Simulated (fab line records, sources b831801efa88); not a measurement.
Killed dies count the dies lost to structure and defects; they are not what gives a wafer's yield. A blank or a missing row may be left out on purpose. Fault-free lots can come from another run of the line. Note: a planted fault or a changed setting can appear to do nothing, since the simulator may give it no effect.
Problem report in the 8D (eight disciplines) form, filled by code | flow sky130 | the parts of the form that need people (team, actions taken, sign-off) are left out

== 1. PROBLEM STATEMENT ==
Mean of heater power total W at SKY_CAPM_SOFTBAKE_08: 62.72 W across 6 wafers in 2 lots; on wafers with no fault it is 56.60 W (standard deviation 0.045). That is +99 or more standard deviations from the usual mean.
The step: time 60 s.
Earliest sighting: wafer L822.1 on litho track-01 at day 38 14:28. The record has a number at this step for 33 wafers belonging to 11 lots. By rule, "out" or "out of limits" means more than 4 standard deviations away from the usual mean. The other wafers with a number count as sound.

== 2. WHAT IT IS; WHAT IT IS NOT ==
question                    | is                                 | is not
which readings at this step | heater power total W, plate temp C | -
which lots                  | L822, L824                         | L818, L821, L823, L829, L833, L834, L836, L837, L839
which wafers of those lots  | all that have a number             | -
read on which tools         | litho track-01                     | litho track-02, litho track-04
when                        | from day 38 14:28                  | up to then (6 sound wafers); but 21 sound wafers of L823, L829, L833, L834, L836, L837, L839 came after

== 3. THE SUSPECTS, EACH WITH WHAT RULES IT OUT ==
Counting: a tool stays on the suspect list if, at a process step up to the reading, it processed all lots that are out and no sound lot following the first of them.
- cvd w-01 at SKY_VIA2_CVD_21 (deposits W, target thk 420 nm, time 126.4 s): ruled out as a lasting fault. Sound lots L834, L837, L839 ran on it after its first lot that is out, L822 (day 38 00:43).
- litho track-01 at SKY_CAPM_SOFTBAKE_08 (time 60 s): ruled out as a lasting fault. Sound lots L837 ran on it after its first lot that is out, L822 (day 38 14:28).
Left after counting: nothing in the record.

== 4. THE CAUSE (what the simulator had put in) ==
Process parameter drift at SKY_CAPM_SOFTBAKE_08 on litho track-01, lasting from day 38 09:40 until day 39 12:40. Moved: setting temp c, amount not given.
Counting ruled it out, wrongly.

== 5. THE CHAIN OF EFFECTS, in route order ==
Each row: a reading where the mean over the struck wafers with a number is more than 3 standard deviations away from the usual. Readings are gone through only where the record gives a usual standard deviation; hours: the median, over the lots, of the time from a lot's start at the first step in this table giving one to that lot's start at this step; sigmas: the change measured in usual standard deviations.
hours | step                 | reading                  | usual   | on struck wafers | change | sigmas
0     | SKY_CAPM_SOFTBAKE_08 | heater power total W     | 56.60 W | 62.72            | +6.12  | +99 or more
0     | SKY_CAPM_SOFTBAKE_08 | plate temp C             | 90.01 C | 96.81            | +6.80  | +57
12    | SKY_CAPM_STRIP_14    | strip time to endpoint s | 12.66 s | 12.39            | -0.27  | -5.7
Process steps it contains:
- SKY_CAPM_SOFTBAKE_08: time 60 s.
- SKY_CAPM_STRIP_14: strips in O2/N2.

== 6. WHAT WOULD HAVE CAUGHT IT SOONER ==
In this record the first reading out of limits was taken at day 38 14:28, 5 hours after the fault began at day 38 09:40.
